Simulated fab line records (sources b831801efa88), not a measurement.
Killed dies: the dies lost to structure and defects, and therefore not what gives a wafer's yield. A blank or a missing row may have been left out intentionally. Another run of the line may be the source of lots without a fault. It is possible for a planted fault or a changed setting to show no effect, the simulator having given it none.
The tool behind it: which one? / flow sfq_line / 14 lots, 42 wafers sampled, at 3 steps of a route of 325

== WHAT THE GAUGES READ, wafer by wafer ==
No reading from a measuring or inspecting step in the record can be judged against a usual standard deviation.

== WHICH TOOL RAN EACH LOT (tool, then ch and the chambers of the sampled wafers, then the start) ==
lot=L743; SFQ_TRILAYER_I0_CMP_CMP_028=cmp-02 ch 0,1,2, day 14 02:52; SFQ_TRILAYER_I0_METRO_MEASURE_029=film_metro-02, day 14 05:59; SFQ_TRILAYER_I0_VIA_ETCH_VIA_ETCH_034=rie_diel-01 ch 0,1, day 20 01:44
lot=L744; SFQ_TRILAYER_I0_CMP_CMP_028=cmp-01 ch 1,2,3, day 14 08:40; SFQ_TRILAYER_I0_METRO_MEASURE_029=film_metro-03, day 14 10:47; SFQ_TRILAYER_I0_VIA_ETCH_VIA_ETCH_034=rie_diel-01 ch 0,1,2, day 20 08:56
lot=L745; SFQ_TRILAYER_I0_CMP_CMP_028=cmp-02 ch 0,1, day 14 14:48; SFQ_TRILAYER_I0_METRO_MEASURE_029=film_metro-03, day 14 17:25; SFQ_TRILAYER_I0_VIA_ETCH_VIA_ETCH_034=rie_diel-01 ch 1,2, day 20 17:20
lot=L746; SFQ_TRILAYER_I0_CMP_CMP_028=cmp-02 ch 0,2,3, day 15 00:18; SFQ_TRILAYER_I0_METRO_MEASURE_029=film_metro-02, day 15 02:37; SFQ_TRILAYER_I0_VIA_ETCH_VIA_ETCH_034=rie_diel-04 ch 0,3, day 21 02:56
lot=L747; SFQ_TRILAYER_I0_CMP_CMP_028=cmp-01 ch 0,3, day 15 07:50; SFQ_TRILAYER_I0_METRO_MEASURE_029=film_metro-04, day 15 11:22; SFQ_TRILAYER_I0_VIA_ETCH_VIA_ETCH_034=rie_diel-01 ch 0,1,3, day 21 10:16
lot=L748; SFQ_TRILAYER_I0_CMP_CMP_028=cmp-01 ch 0,2,3, day 15 15:24; SFQ_TRILAYER_I0_METRO_MEASURE_029=film_metro-04, day 15 18:01; SFQ_TRILAYER_I0_VIA_ETCH_VIA_ETCH_034=rie_diel-04 ch 0,1,3, day 21 23:28
lot=L749; SFQ_TRILAYER_I0_CMP_CMP_028=cmp-01 ch 1,2, day 15 20:07; SFQ_TRILAYER_I0_METRO_MEASURE_029=film_metro-04, day 15 23:14; SFQ_TRILAYER_I0_VIA_ETCH_VIA_ETCH_034=rie_diel-03 ch 2,3, day 22 05:28
lot=L750; SFQ_TRILAYER_I0_CMP_CMP_028=cmp-02 ch 1,2,3, day 16 15:35; SFQ_TRILAYER_I0_METRO_MEASURE_029=film_metro-02, day 16 19:06; SFQ_TRILAYER_I0_VIA_ETCH_VIA_ETCH_034=rie_diel-01 ch 0,2, day 23 01:52
lot=L751; SFQ_TRILAYER_I0_CMP_CMP_028=cmp-02 ch 1,3, day 17 05:23; SFQ_TRILAYER_I0_METRO_MEASURE_029=film_metro-03, day 17 08:54; SFQ_TRILAYER_I0_VIA_ETCH_VIA_ETCH_034=rie_diel-03 ch 0,2,3, day 23 13:41
lot=L752; SFQ_TRILAYER_I0_CMP_CMP_028=cmp-02 ch 0,1,3, day 17 08:32; SFQ_TRILAYER_I0_METRO_MEASURE_029=film_metro-02, day 17 11:39; SFQ_TRILAYER_I0_VIA_ETCH_VIA_ETCH_034=rie_diel-01 ch 0,1,3, day 23 23:23
lot=L755; SFQ_TRILAYER_I0_CMP_CMP_028=cmp-02 ch 0,2,3, day 18 16:07; SFQ_TRILAYER_I0_METRO_MEASURE_029=film_metro-04, day 18 19:14; SFQ_TRILAYER_I0_VIA_ETCH_VIA_ETCH_034=rie_diel-03 ch 0,2,3, day 25 09:34
lot=L756; SFQ_TRILAYER_I0_CMP_CMP_028=cmp-02 ch 0,1, day 19 01:07; SFQ_TRILAYER_I0_METRO_MEASURE_029=film_metro-04, day 19 04:38; SFQ_TRILAYER_I0_VIA_ETCH_VIA_ETCH_034=rie_diel-04 ch 0,2, day 25 19:10
lot=L757; SFQ_TRILAYER_I0_CMP_CMP_028=cmp-02 ch 0,1,2, day 20 13:37; SFQ_TRILAYER_I0_METRO_MEASURE_029=film_metro-02, day 20 16:14; SFQ_TRILAYER_I0_VIA_ETCH_VIA_ETCH_034=rie_diel-04 ch 0,1,3, day 27 02:17
lot=L758; SFQ_TRILAYER_I0_CMP_CMP_028=cmp-02 ch 0,2,3, day 20 19:07; SFQ_TRILAYER_I0_METRO_MEASURE_029=film_metro-03, day 20 22:26; SFQ_TRILAYER_I0_VIA_ETCH_VIA_ETCH_034=rie_diel-01 ch 0,2,3, day 27 11:53
- SFQ_TRILAYER_I0_CMP_CMP_028: polishes SiO2.
- SFQ_TRILAYER_I0_METRO_MEASURE_029
- SFQ_TRILAYER_I0_VIA_ETCH_VIA_ETCH_034: etches SiO2 in CHF3, stops on Nb, target depth 260 nm.

== AS READ BY THE TOOLS THEMSELVES (means over the sampled wafers that have a number; for cases with no such wafer, the mark the record gives instead) ==
SFQ_TRILAYER_I0_CMP_CMP_028.
lot=L743; tool=cmp-02; edge_zone_pressure_frac=1.004; motor_current_A (A)=9.7; time_to_endpoint_s (s)=222
lot=L744; tool=cmp-01; edge_zone_pressure_frac=1.003; motor_current_A (A)=10.5; time_to_endpoint_s (s)=210
lot=L745; tool=cmp-02; edge_zone_pressure_frac=0.997; motor_current_A (A)=10.1; time_to_endpoint_s (s)=224
lot=L746; tool=cmp-02; edge_zone_pressure_frac=0.997; motor_current_A (A)=10.2; time_to_endpoint_s (s)=224
lot=L747; tool=cmp-01; edge_zone_pressure_frac=1.001; motor_current_A (A)=9.8; time_to_endpoint_s (s)=221
lot=L748; tool=cmp-01; edge_zone_pressure_frac=1.001; motor_current_A (A)=10.2; time_to_endpoint_s (s)=216
lot=L749; tool=cmp-01; edge_zone_pressure_frac=1.000; motor_current_A (A)=11.5; time_to_endpoint_s (s)=219
lot=L750; tool=cmp-02; edge_zone_pressure_frac=1.001; motor_current_A (A)=10.9; time_to_endpoint_s (s)=224
lot=L751; tool=cmp-02; edge_zone_pressure_frac=1.001; motor_current_A (A)=11.2; time_to_endpoint_s (s)=213
lot=L752; tool=cmp-02; edge_zone_pressure_frac=1.001; motor_current_A (A)=10.6; time_to_endpoint_s (s)=213
lot=L755; tool=cmp-02; edge_zone_pressure_frac=1.000; motor_current_A (A)=10.2; time_to_endpoint_s (s)=216
lot=L756; tool=cmp-02; edge_zone_pressure_frac=1.001; motor_current_A (A)=9.8; time_to_endpoint_s (s)=222
lot=L757; tool=cmp-02; edge_zone_pressure_frac=0.993; motor_current_A (A)=9.9; time_to_endpoint_s (s)=234
lot=L758; tool=cmp-02; edge_zone_pressure_frac=1.003; motor_current_A (A)=10.7; time_to_endpoint_s (s)=226

SFQ_TRILAYER_I0_METRO_MEASURE_029.
lot=L743; tool=film_metro-02; thk_nm (nm)=201.1
lot=L744; tool=film_metro-03; thk_nm (nm)=201.2
lot=L745; tool=film_metro-03; thk_nm (nm)=202.2
lot=L746; tool=film_metro-02; thk_nm (nm)=200.7
lot=L747; tool=film_metro-04; thk_nm (nm)=199.4
lot=L748; tool=film_metro-04; thk_nm (nm)=199.7
lot=L749; tool=film_metro-04; thk_nm (nm)=200.4
lot=L750; tool=film_metro-02; thk_nm (nm)=200.3
lot=L751; tool=film_metro-03; thk_nm (nm)=199.6
lot=L752; tool=film_metro-02; thk_nm (nm)=201.2
lot=L755; tool=film_metro-04; thk_nm (nm)=199.0
lot=L756; tool=film_metro-04; thk_nm (nm)=199.9
lot=L757; tool=film_metro-02; thk_nm (nm)=184.0
lot=L758; tool=film_metro-03; thk_nm (nm)=183.3

SFQ_TRILAYER_I0_VIA_ETCH_VIA_ETCH_034.
lot=L743; tool=rie_diel-01; drypump_motor_current_A (A)=6.3; oes_product_au (a.u.)=0.859
lot=L744; tool=rie_diel-01; drypump_motor_current_A (A)=6.0; oes_product_au (a.u.)=0.858
lot=L745; tool=rie_diel-01; drypump_motor_current_A (A)=6.1; oes_product_au (a.u.)=0.860
lot=L746; tool=rie_diel-04; drypump_motor_current_A (A)=5.0; oes_product_au (a.u.)=0.857
lot=L747; tool=rie_diel-01; drypump_motor_current_A (A)=6.1; oes_product_au (a.u.)=0.857
lot=L748; tool=rie_diel-04; drypump_motor_current_A (A)=5.2; oes_product_au (a.u.)=0.858
lot=L749; tool=rie_diel-03; drypump_motor_current_A (A)=5.9; oes_product_au (a.u.)=0.855
lot=L750; tool=rie_diel-01; drypump_motor_current_A (A)=5.8; oes_product_au (a.u.)=0.859
lot=L751; tool=rie_diel-03; drypump_motor_current_A (A)=5.6; oes_product_au (a.u.)=0.857
lot=L752; tool=rie_diel-01; drypump_motor_current_A (A)=6.1; oes_product_au (a.u.)=0.859
lot=L755; tool=rie_diel-03; drypump_motor_current_A (A)=5.6; oes_product_au (a.u.)=0.850
lot=L756; tool=rie_diel-04; drypump_motor_current_A (A)=5.9; oes_product_au (a.u.)=0.859
lot=L757; tool=rie_diel-04; drypump_motor_current_A (A)=5.2; oes_product_au (a.u.)=0.817
lot=L758; tool=rie_diel-01; drypump_motor_current_A (A)=5.9; oes_product_au (a.u.)=0.816

== THE ANSWER, worked out from the rows above alone ==
Rule: the usual values come from the lots themselves. Put in order of their means at a reading, lots are off if they are a third of the lots or fewer, leave a main group of 4 or more, and stand apart from it by a gap of 3 or more times the standard deviation of the main group's means; of several such gaps the widest counts. A main group is skipped when, at the precision printed for the reading in the tables above, its means are all equal. A lot without any number at a reading at which 4 lots or more have one is off too. Where the step has rows for the other lots, those lots are counted as sound. After the gauges, taken in route order, come the tools' own readings; for these a lot's mean is taken, as printed above. At the first step where some lot is off, the reading lying furthest off is the one used; lots without a number count as furthest.
Off at SFQ_TRILAYER_I0_METRO_MEASURE_029 (thk_nm): L757, L758. The main group has a mean of 200.4 nm with a standard deviation of 0.89.
If a tool, at that step or one of the process steps before it, ran each lot that is off and ran no sound lot following the first of them, it fits. One candidate fits, namely cmp-02 at SFQ_TRILAYER_I0_CMP_CMP_028. A fault onset in the window from L756 (day 19 01:07, its last sound lot) to L757 (day 20 13:37, its first lot off) fits.

== WHAT THE SIMULATOR HAD PUT IN ==
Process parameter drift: cmp-02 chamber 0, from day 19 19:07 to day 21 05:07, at SFQ_TRILAYER_I0_CMP_CMP_028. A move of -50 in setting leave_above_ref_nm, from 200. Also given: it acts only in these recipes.
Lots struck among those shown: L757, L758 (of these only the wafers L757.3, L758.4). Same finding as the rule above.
